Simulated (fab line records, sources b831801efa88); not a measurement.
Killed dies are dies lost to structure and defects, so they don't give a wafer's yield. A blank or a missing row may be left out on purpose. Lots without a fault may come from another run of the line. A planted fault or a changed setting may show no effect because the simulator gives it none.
Chamber matching | flow gf180mcu | GF_V4_CMP_04 on cmp-02: 4 sister chambers
The step polishes SiO2. 14 wafers are shown with their chamber, then 7 later ones without.

WAFERS WITH THEIR CHAMBER
wafer  | chamber | motor_current_A (A) | time_to_endpoint_s (s) | slurry_filter_dp_kPa (kPa)
L219.1 | 0       | 9.3                 | 73                     | 13.57
L219.2 | 1       | 14.1                | 78                     | 13.52
L219.5 | 3       | 10.2                | 71                     | 13.57
L222.1 | 0       | 9.5                 | 74                     | 13.64
L222.2 | 3       | 10.5                | 62                     | 13.65
L222.6 | 2       | 13.2                | 81                     | 13.58
L234.2 | 2       | 13.1                | 82                     | 13.44
L234.3 | 1       | 13.3                | 73                     | 13.48
L234.5 | 2       | 13.1                | 80                     | 13.53
L237.2 | 2       | 12.9                | 75                     | 13.26
L237.5 | 3       | 10.5                | 69                     | 13.47
L237.6 | 0       | 9.3                 | 70                     | 13.73
L238.1 | 0       | 9.6                 | 75                     | 13.54
L238.3 | 3       | 10.8                | 69                     | 13.73

SIGNATURES (means of the wafers above)
reading              | chamber 0 | chamber 1 | chamber 2 | chamber 3 | scatter within a chamber
motor_current_A      | 9.425     | 13.700    | 13.075    | 10.500    | 0.248
time_to_endpoint_s   | 73.00     | 75.50     | 79.50     | 67.75     | 3.2
slurry_filter_dp_kPa | 13.6200   | 13.5000   | 13.4525   | 13.6050   | 0.109
Rule: a wafer's distance from a chamber is the root of the sum, over the readings, of the square of ((its reading less the chamber's mean) divided by the reading's scatter). The wafer belongs to the nearest chamber; if the next one is less than 2 further off, it can't be placed. The scatter: the root of (the sum of the squares of (reading less its chamber's mean) over the shown wafers, divided by (wafers less chambers)).

WAFERS WITHOUT THEIR CHAMBER
wafer  | motor_current_A (A) | time_to_endpoint_s (s) | slurry_filter_dp_kPa (kPa)
L238.6 | 10.4                | 70                     | 13.45
L239.1 | 13.2                | 72                     | 13.52
L239.4 | 9.5                 | 80                     | 13.64
L239.6 | 8.9                 | 80                     | 13.33
L242.1 | 13.2                | 78                     | 13.47
L242.4 | 10.2                | 77                     | 13.60
L242.6 | 13.7                | 80                     | 13.51

WHICH CHAMBER EACH WENT THROUGH
wafer  | from the rows above     | in truth
L238.6 | 3                       | 3
L239.1 | can't be placed: 1 or 2 | 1
L239.4 | 0                       | 0
L239.6 | 0                       | 0
L242.1 | can't be placed: 2 or 1 | 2
L242.4 | can't be placed: 3 or 0 | 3
L242.6 | can't be placed: 1 or 2 | 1
Placed correctly: 3 of 7. Can't be placed from these rows: 4 (the true chamber is among the candidates in 4). Placed wrongly: 0.
